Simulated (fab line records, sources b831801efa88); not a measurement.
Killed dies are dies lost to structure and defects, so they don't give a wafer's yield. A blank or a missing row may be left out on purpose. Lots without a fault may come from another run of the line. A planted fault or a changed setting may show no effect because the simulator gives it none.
fab line records | flow sky130
record lots=5 wafers=15 last_day=50
route steps=708 shown CAP2M@620 METAL4@621
lots that met no fault: from a run of the same line without faults
start_h: hours from the record's first day to the start of the lot's first wafer shown | wait_h: hours since the lot's step before | " the same as in the row above | L1.1+2: a row that stands for several wafers | - no value, or no start given | * or withheld: withheld | < > ~ a bound
route shown NAME@n: a module of which the file shows steps, and the number in the route of the first | usual: mean/standard deviation of fault-free wafers | same: alike in all rows | chamber/n: place in a boat | sites: the reading at each site | _std_site: their standard deviation | _edge_site: outer sites' mean less inner sites' | radius_mm: how far each site lies from the wafer's centre | mask NAME#n: copy n | behind: the tool/chamber that last shaped the wafer | hold: why the lot was held/for how many hours/how that ended | device: the transistor (n, p or np) that didn't switch | end of line: the same wafers' tests at the end of the route | a step without rows: its recipe alone | killed: dies lost to structure and defects at the first sort, not the wafer's yield | map: a wafer's dies, x killed, . not, _ none there
set.NAME: the setting as run; set.NAME@STEP: as run at that earlier step | model.NAME: the simulator's own value behind a step, which no gauge read
lots at some steps of the route; a table a step, a row a wafer
services: from which hour (start_h, from the record's first day; less than 0 if before it) a tool's chamber was out of use, for how many hours, and why
## steps
# step SKY_CAP2M_CLEAN_17
# recipe chemistry=O3/DIW dry=n2_spin
# columns lot.wafer tool chamber start_h wait_h
L077.1+3+6 wet_bench-04 1 979.38 0.0
L079.2+3+5 wet_bench-04 0 996.64 0.0
L080.2+4+5 wet_bench-04 1 1010.72 0.0
L092.2+3+5 wet_bench-01 2 1078.80 0.0
L096.2+4+6 wet_bench-01 3 1114.31 0.0
# step SKY_METAL4_DEHYDRATE_05
# recipe temp_c=200 time_s=60
# usual resist_line_temp_C=23.03/0.096
# columns lot.wafer tool chamber start_h wait_h resist_line_temp_C
L077.1 litho_track-01 0 990.42 10.9 22.98
L077.3 " 0 " " 23.13
L077.6 " 0 " " 23.04
L079.2 litho_track-01 0 1007.80 11.1 22.95
L079.3 " 0 " " 23.01
L079.5 " 0 " " 23.02
L080.2 litho_track-04 0 1020.91 10.1 23.08
L080.4 " 0 " " 23.01
L080.5 " 0 " " 22.94
L092.2 litho_track-03 0 1088.59 9.7 22.93
L092.3 " 0 " " 23.02
L092.5 " 0 " " 23.06
L096.2 litho_track-04 0 1123.91 9.5 23.07
L096.4 " 0 " " 23.17
L096.6 " 0 " " 23.04
# step SKY_METAL4_HMDS_06
# recipe prime_time_s=60 prime_temp_c=120
# usual prime_temp_c=119.99/0.14 resist_line_temp_C=22.99/0.096
# same prime_time_s=60
# columns lot.wafer tool chamber start_h wait_h prime_temp_c resist_line_temp_C
L077.1 litho_track-01 0 990.57 0.1 119.85 22.97
L077.3 " 0 " " 120.02 22.95
L077.6 " 0 " " 120.06 22.80
L079.2 litho_track-01 0 1007.95 0.1 119.95 23.18
L079.3 " 0 " " 120.27 23.01
L079.5 " 0 " " 120.13 23.01
L080.2 litho_track-04 0 1021.06 0.1 119.70 22.96
L080.4 " 0 " " 119.86 23.05
L080.5 " 0 " " 119.84 23.03
L092.2 litho_track-03 0 1088.74 0.1 119.95 23.09
L092.3 " 0 " " 120.04 23.11
L092.5 " 0 " " 120.02 23.08
L096.2 litho_track-04 0 1124.06 0.1 119.93 22.83
L096.4 " 0 " " 119.96 23.06
L096.6 " 0 " " 119.65 22.78
# step SKY_METAL4_COAT_07
# recipe resist=BARC temp_c=withheld time_s=withheld spin_rpm=3000 resist_thk_nm=60
# usual resist_line_temp_C=*
# columns lot.wafer tool chamber start_h wait_h resist_line_temp_C
L077.1 litho_track-01 0 990.72 0.1 *
L077.3 " 0 " " *
L077.6 " 0 " " *
L079.2 litho_track-01 0 1008.10 0.1 *
L079.3 " 0 " " *
L079.5 " 0 " " *
L080.2 litho_track-04 0 1021.21 0.1 *
L080.4 " 0 " " *
L080.5 " 0 " " *
L092.2 litho_track-03 0 1088.89 0.1 *
L092.3 " 0 " " *
L092.5 " 0 " " *
L096.2 litho_track-04 0 1124.21 0.1 *
L096.4 " 0 " " *
L096.6 " 0 " " *
# step SKY_METAL4_COAT_08
# recipe resist=KrF-thick spin_rpm=3000 resist_thk_nm=1140
# usual resist_line_temp_C=23.00/0.11
# columns lot.wafer tool chamber start_h wait_h resist_line_temp_C
L077.1 litho_track-01 0 - - 22.97
L077.3 " 0 " " 23.02
L077.6 " 0 " " 22.97
L079.2 litho_track-01 0 - - 23.03
L079.3 " 0 " " 23.06
L079.5 " 0 " " 22.95
L080.2 litho_track-04 0 - - 23.11
L080.4 " 0 " " 23.11
L080.5 " 0 " " 23.25
L092.2 litho_track-03 0 - - 23.02
L092.3 " 0 " " 23.06
L092.5 " 0 " " 22.77
L096.2 litho_track-04 0 - - 23.08
L096.4 " 0 " " 23.22
L096.6 " 0 " " 23.15
# step SKY_METAL4_SOFTBAKE_09
# recipe temp_c=100 time_s=90 resist=KrF-thick
# usual resist_line_temp_C=23.02/0.1
# columns lot.wafer tool chamber start_h wait_h resist_line_temp_C
L077.1 litho_track-01 0 - - 23.06
L077.3 " 0 " " 23.22
L077.6 " 0 " " 23.12
L079.2 litho_track-01 0 - - 22.77
L079.3 " 0 " " 22.82
L079.5 " 0 " " 22.97
L080.2 litho_track-04 0 - - 23.11
L080.4 " 0 " " 22.93
L080.5 " 0 " " 23.11
L092.2 litho_track-03 0 - - 22.92
L092.3 " 0 " " 22.78
L092.5 " 0 " " 23.06
L096.2 litho_track-04 0 - - 23.00
L096.4 " 0 " " 23.09
L096.6 " 0 " " 23.11
# step SKY_METAL4_EXPOSE_10
# recipe mask_id=MM4 na=0.68 source_shape=annular sigma_inner=0.4 sigma_outer=0.8 target_cd_nm=300 dose_mj=28
# columns lot.wafer tool chamber start_h wait_h mask
L077.1+3+6 krf_scanner-02 0 - - MM4#0
L079.2+3+5 krf_scanner-01 0 - - MM4#0
L080.2+4+5 krf_scanner-02 0 - - MM4#0
L092.2+3+5 krf_scanner-01 0 - - MM4#0
L096.2+4+6 krf_scanner-02 0 - - MM4#0
# step SKY_METAL4_PEB_11
# recipe peb_temp_c=withheld peb_time_s=withheld resist=KrF-thick
# usual resist_line_temp_C=*
# columns lot.wafer tool chamber start_h wait_h resist_line_temp_C
L077.1 litho_track-01 0 - - *
L077.3 " 0 " " *
L077.6 " 0 " " *
L079.2 litho_track-04 0 - - *
L079.3 " 0 " " *
L079.5 " 0 " " *
L080.2 litho_track-01 0 - - *
L080.4 " 0 " " *
L080.5 " 0 " " *
L092.2 litho_track-04 0 - - *
L092.3 " 0 " " *
L092.5 " 0 " " *
L096.2 litho_track-03 0 - - *
L096.4 " 0 " " *
L096.6 " 0 " " *
# step SKY_METAL4_DEVELOP_12
# recipe develop_time_s=60 resist=KrF-thick dev_temp_c=20.64
# usual resist_line_temp_C=22.99/0.1
# columns lot.wafer tool chamber start_h wait_h resist_line_temp_C
L077.1 litho_track-01 0 - - 23.13
L077.3 " 0 " " 23.02
L077.6 " 0 " " 22.90
L079.2 litho_track-04 0 - - 22.95
L079.3 " 0 " " 22.93
L079.5 " 0 " " 22.98
L080.2 litho_track-01 0 - - 22.96
L080.4 " 0 " " 22.95
L080.5 " 0 " " 23.02
L092.2 litho_track-04 0 - - 22.82
L092.3 " 0 " " 22.96
L092.5 " 0 " " 22.90
L096.2 litho_track-03 0 - - 22.93
L096.4 " 0 " " 23.00
L096.6 " 0 " " 23.00
# step SKY_METAL4_CD_MEAS_13
# recipe target_cd_nm=300
# usual cd_nm=300.2/1.5
# columns lot.wafer tool chamber start_h wait_h cd_nm
L077.1 cd_sem-02 - 1003.07 - 301.6
L077.3 " - " " 299.3
L077.6 " - " " 300.8
L079.2 cd_sem-02 - 1019.90 - 302.9
L079.3 " - " " 301.5
L079.5 " - " " 300.4
L080.2 cd_sem-02 - 1033.44 - 298.5
L080.4 " - " " 298.4
L080.5 " - " " 299.3
L092.2 cd_sem-01 - 1099.60 - 299.2
L092.3 " - " " 299.1
L092.5 " - " " 299.1
L096.2 cd_sem-01 - 1133.73 - 303.1
L096.4 " - " " 302.3
L096.6 " - " " 303.4
# step SKY_METAL4_OVL_MEAS_14
# usual METAL4_OVL=-6/5.5
# columns lot.wafer tool chamber start_h wait_h METAL4_OVL[nm]
L077.1 overlay-02 - 1003.19 0.1 -9
L077.3 " - " " -16
L077.6 " - " " -13
L079.2 overlay-01 - 1020.01 0.1 1
L079.3 " - " " -21
L079.5 " - " " -14
L080.2 overlay-02 - 1033.55 0.1 -15
L080.4 " - " " -10
L080.5 " - " " -16
L092.2 overlay-02 - 1099.71 0.1 -1
L092.3 " - " " -4
L092.5 " - " " -5
L096.2 overlay-02 - 1133.84 0.1 -6
L096.4 " - " " -8
L096.6 " - " " -3
# step SKY_METAL4_DESCUM_15
# recipe chemistry=O2 source_power_w=150 bias_power_w=0 pressure_mtorr=10 temp_c=40 time_s=8
# usual drypump_motor_current_A=5.53/0.22 oes_product_au=1.004/0.01
# columns lot.wafer tool chamber start_h wait_h drypump_motor_current_A oes_product_au rf_hours_counter_h
L077.1 rie_metal-02 0 1003.23 0.0 5.51 1.013 16
L077.3 " 1 " " 5.79 0.986 -
L077.6 " 0 " " 5.49 1.018 -
L079.2 rie_metal-03 1 1020.04 0.0 5.41 1.005 0
L079.3 " 1 " " 5.39 0.996 -
L079.5 " 0 " " 5.43 1.001 -
L080.2 rie_metal-01 0 1033.58 0.0 5.87 1.014 6
L080.4 " 1 " " 5.10 1.020 -
L080.5 " 0 " " 5.89 1.007 -
L092.2 rie_metal-02 0 1099.74 0.0 5.52 1.022 22
L092.3 " 0 " " 5.52 1.017 -
L092.5 " 0 " " 5.52 1.022 -
L096.2 rie_metal-01 0 1133.88 0.0 5.89 1.018 -
L096.4 " 0 " " 5.87 1.013 -
L096.6 " 0 " " 5.88 1.010 -
## services
# columns tool chamber start_h hours kind
krf_scanner-02 - 980.16 7.2 pm
rie_metal-03 1 995.92 - clean
rie_metal-03 1 995.92 20.2 scheduled_down
rie_metal-03 1 995.92 20.2 vent_cycle
krf_scanner-01 0 1008.51 - calibration
krf_scanner-02 - 1016.45 1.3 pm
rie_metal-01 0 1017.30 3.6 repair
krf_scanner-01 - 1019.92 1.2 repair
wet_bench-01 - 1024.64 8.2 repair
krf_scanner-02 0 1026.74 - calibration
krf_scanner-02 - 1045.43 1.0 pm
wet_bench-04 - 1046.55 3.1 repair
rie_metal-01 0 1048.92 16.9 repair
krf_scanner-01 - 1049.29 1.3 pm
wet_bench-01 - 1058.00 3.4 repair
krf_scanner-01 - 1076.09 0.5 repair
krf_scanner-01 - 1087.70 1.0 pm
krf_scanner-01 - 1088.82 0.1 repair
krf_scanner-02 - 1094.71 2.2 repair
krf_scanner-01 - 1097.72 0.8 pm
rie_metal-01 - 1107.35 5.5 repair
krf_scanner-02 - 1107.45 0.8 pm
rie_metal-01 1 1117.92 20.3 repair
## key
fault none
